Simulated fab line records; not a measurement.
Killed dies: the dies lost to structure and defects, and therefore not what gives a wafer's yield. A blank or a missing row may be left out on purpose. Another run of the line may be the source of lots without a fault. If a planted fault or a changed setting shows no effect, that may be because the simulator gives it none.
fab line records	flow sfq-line
record: lots: 13	wafers: 39	last-day: 84
route steps=325 shown I0@44 M1@60 I1@86
lots that met no fault: taken from a fault-free run of the same line
start-h: the number of hours between the record's first day and the start of the first shown wafer of the lot	wait-h: how many hours have passed since the lot's step before this one	" identical to the entry in the row above	L1.1+2: a single row standing in for several wafers	- no value present, or no start provided	* or withheld: withheld	< > ~ a bound
route shown NAME@n: names a module that has steps shown in the file, with the first one's number in the route	usual: the fault-free wafers' mean and standard deviation	same: alike in all rows	chamber/n: place in a boat	sites: the reading at each site	_std_site: standard deviation across them	_edge_site: inner sites' mean taken away from outer sites' mean	radius-mm: how far each site lies from the wafer's centre	mask NAME#n: copy n	behind: the last tool/chamber to shape the wafer	hold: reason for holding the lot/hours on hold/outcome of the hold	device: which transistor (n, p or np) failed to switch	end of line: tests of these same wafers at the route's end	for a step that has no rows: nothing shown but its recipe	killed: dies that structure and defects cost at the first sort, which is not the same as the wafer's yield	map: the dies of a wafer, with x for killed, . for not killed, _ for no die there
set.NAME: the setting as run; set.NAME@STEP: as run at that earlier step	model.NAME: the simulator's own value behind a step, which no gauge read
a sample of lots followed through the steps of the route, with each step as a table and each wafer as a row
services: a tool's chamber out of use, with start hour (start-h, from the record's first day; less than 0 if before it), hours out, and reason
== steps ==
step: SFQ_TRILAYER_I0_CMP_CMP_028
recipe: material: SiO2	down-force-psi: 3	platen-rpm: 60	pad-velocity-m-s: 0.94248
usual: motor-current-A: 10.3/1.1	slurry-flow-ml-min: 150.0/0.49	time-to-endpoint-s: 217/6.8
lot.wafer	tool	chamber	start-h	wait-h	motor-current-A	slurry-flow-ml-min	time-to-endpoint-s
L547.2	cmp-02	3	154.89	0.5	10.3	149.9	209
L547.5	"	2	156.39	2.0	11.6	150.2	211
L547.6	"	3	"	"	10.3	151.0	207
L548.2	cmp-02	1	161.91	1.4	11.1	149.7	210
L548.1	"	2	"	"	11.5	150.2	213
L548.4	"	0	163.41	2.8	10.4	150.3	228
L549.1	cmp-01	0	167.40	0.0	12.1	149.8	221
L549.2	"	3	168.90	1.5	9.9	150.1	223
L549.5	"	0	"	"	12.8	149.8	238
L550.2	cmp-02	1	175.12	0.5	10.4	150.0	206
L550.4	"	2	"	"	11.2	150.3	223
L550.3	"	3	"	"	10.1	150.9	209
L551.4	cmp-01	3	179.89	0.2	9.6	149.4	231
L551.6	"	3	181.89	2.2	10.5	150.3	227
L551.5	"	0	"	"	11.3	150.9	241
L552.2	cmp-01	1	183.21	0.0	9.7	149.3	215
L552.4	"	2	"	"	8.5	149.9	222
L552.5	"	2	185.71	2.5	8.2	150.7	214
L553.3	cmp-01	0	189.21	1.4	11.5	149.2	225
L553.5	"	0	191.21	3.4	11.4	149.6	232
L553.6	"	1	"	"	9.0	149.4	226
L554.1	cmp-02	0	199.55	1.0	10.3	149.5	221
L554.2	"	2	200.55	2.0	11.7	150.1	218
L554.5	"	0	201.55	2.9	10.6	149.9	219
L559.2	cmp-02	3	245.52	17.0	10.7	148.8	205
L559.4	"	0	"	"	10.4	149.4	252
L559.3	"	1	"	"	10.5	149.9	209
L562.3	cmp-01	1	262.29	10.9	9.4	150.3	213
L562.4	"	0	263.79	12.3	12.3	150.5	224
L562.6	"	1	"	"	8.9	150.6	216
L565.4	cmp-01	2	280.29	12.5	8.8	150.1	213
L565.3	"	3	"	"	10.2	149.4	215
L565.6	"	3	282.79	15.0	10.1	150.2	219
L568.2	cmp-01	3	293.74	11.6	10.4	150.6	212
L568.4	"	0	"	"	12.1	149.6	226
L568.5	"	1	"	"	9.2	150.2	217
L570.4	cmp-01	0	304.74	12.2	11.9	149.9	223
L570.1	"	2	305.74	13.2	8.9	149.2	209
L570.5	"	0	306.74	14.2	11.7	150.5	224
step: SFQ_TRILAYER_I0_METRO_MEASURE_029
usual: thk-nm: 200.0/1.1
lot.wafer	tool	chamber	start-h	wait-h	thk-nm
L547.2	film-metro-02	-	157.71	0.3	199.5
L547.5	"	-	"	"	198.9
L547.6	"	-	"	"	198.6
L548.1	film-metro-01	-	165.03	0.1	199.7
L548.2	"	-	"	"	199.6
L548.4	"	-	"	"	199.5
L549.1	film-metro-02	-	170.52	0.1	201.1
L549.2	"	-	"	"	200.4
L549.5	"	-	"	"	201.6
L550.2	film-metro-03	-	177.94	0.3	199.8
L550.3	"	-	"	"	200.9
L550.4	"	-	"	"	199.1
L551.4	film-metro-03	-	183.61	0.6	201.9
L551.5	"	-	"	"	202.7
L551.6	"	-	"	"	202.1
L552.2	film-metro-01	-	186.53	0.3	200.4
L552.4	"	-	"	"	200.8
L552.5	"	-	"	"	200.0
L553.3	film-metro-03	-	192.73	0.5	201.2
L553.5	"	-	"	"	200.9
L553.6	"	-	"	"	200.0
L554.1	film-metro-02	-	202.17	0.1	199.9
L554.2	"	-	"	"	200.1
L554.5	"	-	"	"	198.9
L559.2	film-metro-01	-	248.34	0.3	198.9
L559.3	"	-	"	"	199.0
L559.4	"	-	"	"	149.7
L562.3	film-metro-01	-	265.81	0.5	199.9
L562.4	"	-	"	"	200.6
L562.6	"	-	"	"	200.0
L565.3	film-metro-03	-	283.81	0.5	200.1
L565.4	"	-	"	"	199.4
L565.6	"	-	"	"	198.9
L568.2	film-metro-01	-	296.06	0.3	200.9
L568.4	"	-	"	"	201.1
L568.5	"	-	"	"	200.6
L570.1	film-metro-03	-	307.86	0.1	197.9
L570.4	"	-	"	"	199.4
L570.5	"	-	"	"	200.4
step: SFQ_TRILAYER_I0_VIA_ETCH_VIA_ETCH_034
recipe: target: SiO2	stop-on: Nb	mask-material: PR	taper-deg: 20	chemistry: CHF3	target-depth-nm: 260	source-w: 500	bias-w: 80	pressure-mtorr: 30	time-s: withheld
usual: drypump-motor-current-A: 5.66/0.24	oes-product-au: 0.854/0.0052
lot.wafer	tool	chamber	start-h	wait-h	drypump-motor-current-A	oes-product-au
L547.2	rie-diel-01	2	213.21	0.0	5.80	0.850
L547.5	"	1	"	"	5.07	0.850
L547.6	"	0	"	"	6.07	0.855
L548.1	rie-diel-04	1	220.41	0.0	5.32	0.854
L548.2	"	3	"	"	5.80	0.857
L548.4	"	2	"	"	5.76	0.849
L549.1	rie-diel-04	2	225.27	0.0	5.79	0.852
L549.2	"	1	"	"	5.32	0.852
L549.5	"	0	"	"	5.66	0.853
L550.2	rie-diel-01	3	234.81	0.0	5.90	0.865
L550.3	"	2	"	"	5.79	0.855
L550.4	"	1	"	"	5.05	0.855
L551.4	rie-diel-03	1	239.61	0.0	5.60	0.855
L551.5	"	0	"	"	5.47	0.853
L551.6	"	3	"	"	5.76	0.861
L552.2	rie-diel-03	2	244.41	0.0	5.77	0.866
L552.4	"	0	"	"	5.46	0.849
L552.5	"	2	"	"	5.75	0.848
L553.3	rie-diel-01	0	249.21	0.0	6.08	0.853
L553.5	"	2	"	"	5.82	0.858
L553.6	"	1	"	"	5.02	0.855
L554.1	rie-diel-03	2	258.36	0.0	5.76	0.859
L554.2	"	0	"	"	5.43	0.856
L554.5	"	0	"	"	5.44	0.853
L559.2	rie-diel-03	3	297.96	0.0	5.82	0.853
L559.3	"	0	"	"	5.46	0.858
L559.4	"	1	"	"	5.63	0.741
L562.3	rie-diel-01	1	324.96	0.1	5.02	0.853
L562.4	"	0	"	"	6.06	0.854
L562.6	"	1	"	"	5.05	0.855
L565.3	rie-diel-01	0	346.29	0.0	6.08	0.857
L565.4	"	3	"	"	5.90	0.845
L565.6	"	3	"	"	5.90	0.854
L568.2	rie-diel-03	1	359.49	0.0	5.59	0.859
L568.4	"	2	"	"	5.77	0.849
L568.5	"	2	"	"	5.76	0.861
L570.1	rie-diel-04	0	372.69	0.0	5.68	0.841
L570.4	"	2	"	"	5.78	0.850
L570.5	"	0	"	"	5.68	0.849
step: SFQ_M1_RS_MEAS_909
recipe: thk-meas-gauge: four-point-probe	reads: Nb_of_TRILAYER_M1_DEP_SPUTTER_037
usual: M1_NB_RS: 0.891/0.012
lot.wafer	tool	chamber	start-h	wait-h	M1_NB_RS[ohm/sq]
L547.2	film-metro-03	-	214.24	0.1	0.892
L547.5	"	-	"	"	0.878
L547.6	"	-	"	"	0.880
L548.1	film-metro-03	-	221.42	0.0	0.890
L548.2	"	-	"	"	0.880
L548.4	"	-	"	"	0.878
L549.1	film-metro-01	-	226.30	0.0	0.897
L549.2	"	-	"	"	0.897
L549.5	"	-	"	"	0.898
L550.2	film-metro-04	-	235.84	0.1	0.878
L550.3	"	-	"	"	0.878
L550.4	"	-	"	"	0.875
L551.4	film-metro-03	-	240.68	0.1	0.892
L551.5	"	-	"	"	0.893
L551.6	"	-	"	"	0.890
L552.2	film-metro-03	-	245.44	0.1	0.885
L552.4	"	-	"	"	0.891
L552.5	"	-	"	"	0.897
L553.3	film-metro-04	-	250.26	0.1	0.899
L553.5	"	-	"	"	0.897
L553.6	"	-	"	"	0.891
L554.1	film-metro-04	-	259.37	0.0	0.912
L554.2	"	-	"	"	0.907
L554.5	"	-	"	"	0.913
L559.2	film-metro-04	-	299.59	0.1	0.883
L559.3	"	-	"	"	0.894
L559.4	"	-	"	"	0.900
L562.3	film-metro-03	-	326.01	0.1	0.881
L562.4	"	-	"	"	0.874
L562.6	"	-	"	"	0.880
L565.3	film-metro-01	-	347.33	0.1	0.895
L565.4	"	-	"	"	0.881
L565.6	"	-	"	"	0.883
L568.2	film-metro-03	-	360.69	0.1	0.889
L568.4	"	-	"	"	0.886
L568.5	"	-	"	"	0.883
L570.1	film-metro-04	-	373.69	0.0	0.922
L570.4	"	-	"	"	0.924
L570.5	"	-	"	"	0.916
step: SFQ_TRILAYER_M1_STRIP_STRIP_043
recipe: gas: O2	power-w: 200	platen-temp-c: 40	overash-fraction: 0.65	chemistry: O2	pressure-mtorr: 50
usual: drypump-motor-current-A: 5.5/0.43	he-backside-leak-sccm: 3.5/0.38	oes-product-au: 1.003/0.0075
same: overash-fraction: 0.65
lot.wafer	tool	chamber	start-h	wait-h	drypump-motor-current-A	he-backside-leak-sccm	oes-product-au	rf-hours-counter-h
L547.2	rie-metal-02	0	282.03	0.1	4.7	3.3	1.006	6
L547.5	"	1	"	"	5.4	3.3	1.015	-
L547.6	"	0	"	"	4.7	3.3	0.997	-
L548.1	rie-metal-02	0	290.46	0.1	4.7	3.4	0.994	9
L548.2	"	1	"	"	5.4	3.5	0.997	6
L548.4	"	1	"	"	5.4	3.5	0.992	-
L549.1	rie-metal-04	1	296.43	0.1	5.6	3.3	1.018	10
L549.2	"	0	"	"	6.1	3.4	1.013	45
L549.5	"	0	"	"	6.1	3.3	1.013	-
L550.2	rie-metal-04	0	307.40	0.1	6.1	3.3	1.007	48
L550.3	"	1	"	"	5.7	3.2	0.994	-
L550.4	"	0	"	"	6.1	3.4	1.005	-
L551.4	rie-metal-03	0	313.43	0.2	5.5	3.9	1.002	-
L551.5	"	0	"	"	5.5	3.8	1.000	-
L551.6	"	1	"	"	5.3	3.4	1.010	-
L552.2	rie-metal-04	0	321.59	0.1	6.2	3.4	0.993	50
L552.4	"	0	"	"	6.1	3.3	1.015	-
L552.5	"	1	"	"	5.6	3.2	1.004	-
L553.3	rie-metal-04	1	327.79	0.2	5.6	3.1	0.996	-
L553.5	"	0	"	"	6.2	3.3	1.005	-
L553.6	"	1	"	"	5.6	3.1	1.001	-
L554.1	rie-metal-04	0	337.19	0.1	6.1	3.4	0.995	53
L554.2	"	1	"	"	5.6	3.2	0.988	18
L554.5	"	0	"	"	6.2	3.3	0.995	-
L559.2	rie-metal-02	1	381.42	0.1	5.4	3.5	1.012	24
L559.3	"	0	"	"	4.7	3.2	1.005	-
L559.4	"	1	"	"	5.4	3.5	0.995	-
L562.3	rie-metal-02	1	411.87	0.2	5.4	3.5	1.007	-
L562.4	"	0	"	"	4.7	3.2	0.993	-
L562.6	"	1	"	"	5.4	3.5	0.989	-
L565.3	rie-metal-03	0	432.82	0.2	5.5	4.0	1.006	-
L565.4	"	1	"	"	5.3	5.7	1.007	-
L565.6	"	1	"	"	5.3	3.4	1.007	-
L568.2	rie-metal-03	1	447.40	0.4	5.3	3.3	1.002	-
L568.4	"	1	"	"	5.3	3.5	1.005	-
L568.5	"	1	"	"	5.3	3.4	1.005	-
L570.1	rie-metal-03	1	464.00	0.2	5.3	3.3	1.007	105
L570.4	"	1	"	"	5.3	3.4	1.007	-
L570.5	"	1	"	"	5.3	3.4	0.994	-
step: SFQ_TRILAYER_I1_VIA_STRIP_STRIP_053
recipe: gas: O2	power-w: 200	platen-temp-c: 40	overash-fraction: 0.65	chemistry: O2	pressure-mtorr: 50
usual: drypump-motor-current-A: 5.61/0.28	he-backside-leak-sccm: 3.44/0.27	oes-product-au: 1.001/0.009
same: overash-fraction: 0.65
lot.wafer	tool	chamber	start-h	wait-h	drypump-motor-current-A	he-backside-leak-sccm	oes-product-au	rf-hours-counter-h
L547.2	rie-metal-03	1	361.00	-	5.31	3.47	0.998	-
L547.5	"	1	"	"	5.31	3.35	1.012	-
L547.6	"	1	"	"	5.27	3.64	1.003	-
L548.1	rie-metal-01	0	370.43	-	5.90	3.45	0.989	9
L548.2	"	1	"	"	5.48	3.56	0.974	168
L548.4	"	1	"	"	5.48	3.37	0.990	-
L549.1	rie-metal-03	0	380.00	-	5.51	3.90	1.011	153
L549.2	"	1	"	"	5.25	3.37	1.006	90
L549.5	"	0	"	"	5.50	3.99	1.013	-
L550.2	rie-metal-03	1	388.40	-	5.30	3.37	1.008	91
L550.3	"	0	"	"	5.52	3.88	1.007	-
L550.4	"	1	"	"	5.28	3.61	1.010	-
L551.4	rie-metal-03	0	401.04	-	5.50	3.98	1.018	-
L551.5	"	1	"	"	5.29	3.45	1.016	-
L551.6	"	0	"	"	5.48	3.96	1.009	-
L552.2	rie-metal-01	1	403.24	-	5.47	3.35	0.988	174
L552.4	"	1	"	"	5.47	3.45	0.983	-
L552.5	"	0	"	"	5.90	3.26	0.986	-
L553.3	rie-metal-01	0	413.82	-	5.89	3.21	1.001	-
L553.5	"	1	"	"	5.45	3.61	0.986	-
L553.6	"	0	"	"	5.90	3.38	0.997	-
L554.1	rie-metal-03	0	422.78	-	5.51	3.95	0.999	160
L554.2	"	1	"	"	5.31	3.38	1.013	97
L554.5	"	1	"	"	5.29	3.53	1.012	-
L559.2	rie-metal-04	0	519.14	-	6.15	3.39	1.004	83
L559.3	"	1	"	"	5.65	3.17	0.999	-
L559.4	"	0	"	"	6.14	3.36	0.999	-
L562.3	rie-metal-03	1	548.02	-	5.29	3.33	1.008	-
L562.4	"	0	"	"	5.51	3.06	1.011	-
L562.6	"	0	"	"	5.50	3.15	1.002	-
L565.3	rie-metal-01	0	567.22	-	5.92	3.64	0.989	-
L565.4	"	1	"	"	5.46	3.14	0.983	-
L565.6	"	0	"	"	5.93	3.59	0.999	-
L568.2	rie-metal-03	0	579.02	-	5.51	3.17	0.998	19
L568.4	"	1	"	"	5.26	5.11	1.011	-
L568.5	"	0	"	"	5.50	2.98	0.998	-
L570.1	rie-metal-04	0	598.67	-	6.15	3.58	0.996	97
L570.4	"	0	"	"	6.16	3.51	1.006	-
L570.5	"	0	"	"	6.13	3.49	1.003	-
== services ==
tool	chamber	start-h	hours	kind
rie-diel-03	0	133.02	3.4	repair
rie-diel-01	1	162.20	5.0	repair
rie-metal-03	0	176.64	8.9	repair
rie-diel-03	1	187.38	18.0	repair
film-metro-01	-	196.01	0.7	pm
cmp-02	-	198.51	0.5	repair
rie-metal-03	-	199.59	1.2	repair
rie-diel-01	1	199.88	13.0	repair
rie-metal-03	-	227.05	0.3	repair
rie-metal-03	0	259.94	22.7	repair
rie-metal-03	-	276.41	28.1	pm
cmp-01	-	290.51	2.2	repair
cmp-01	-	313.74	4.2	pm
rie-metal-03	-	324.33	2.8	pm
rie-metal-04	-	357.87	6.5	repair
rie-metal-03	0	359.94	11.6	repair
cmp-01	-	407.00	2.2	repair
cmp-01	-	409.24	4.0	pm
cmp-01	-	456.95	2.0	repair
cmp-01	-	515.71	10.0	pm
cmp-01	-	530.45	1.2	repair
rie-metal-04	-	552.34	2.8	pm
cmp-01	-	554.27	1.3	repair
rie-metal-03	1	554.65	3.9	repair
== key ==
first-sign: step: SFQ_TRILAYER_I0_CMP_CMP_028	reading: time-to-endpoint-s	direction: up	sigmas: 5.1	usual: *	struck: *
effect: step: SFQ_TRILAYER_I0_METRO_MEASURE_029	reading: thk-nm	direction: down	sigmas: 47	usual: 200.0	struck: 149.7
effect: step: SFQ_TRILAYER_I0_VIA_ETCH_VIA_ETCH_034	reading: oes-product-au	direction: down	sigmas: 22	usual: 0.854	struck: 0.741
met-at SFQ_TRILAYER_I0_CMP_CMP_028
struck-lots L559
struck-wafers L559.4
not-acting-at SFQ_M1_RS_MEAS_909,SFQ_TRILAYER_M1_STRIP_STRIP_043,SFQ_TRILAYER_I1_VIA_STRIP_STRIP_053
onset-between 199.55 245.52
fault: kind: process-parameter-drift	tool: cmp-02	chamber: 0	onset-h: 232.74	steps: SFQ_TRILAYER_I0_CMP_CMP_028	channel: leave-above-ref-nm	offset: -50	shape: step	end-h: 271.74	acts-in: these-recipes-only	stated: 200
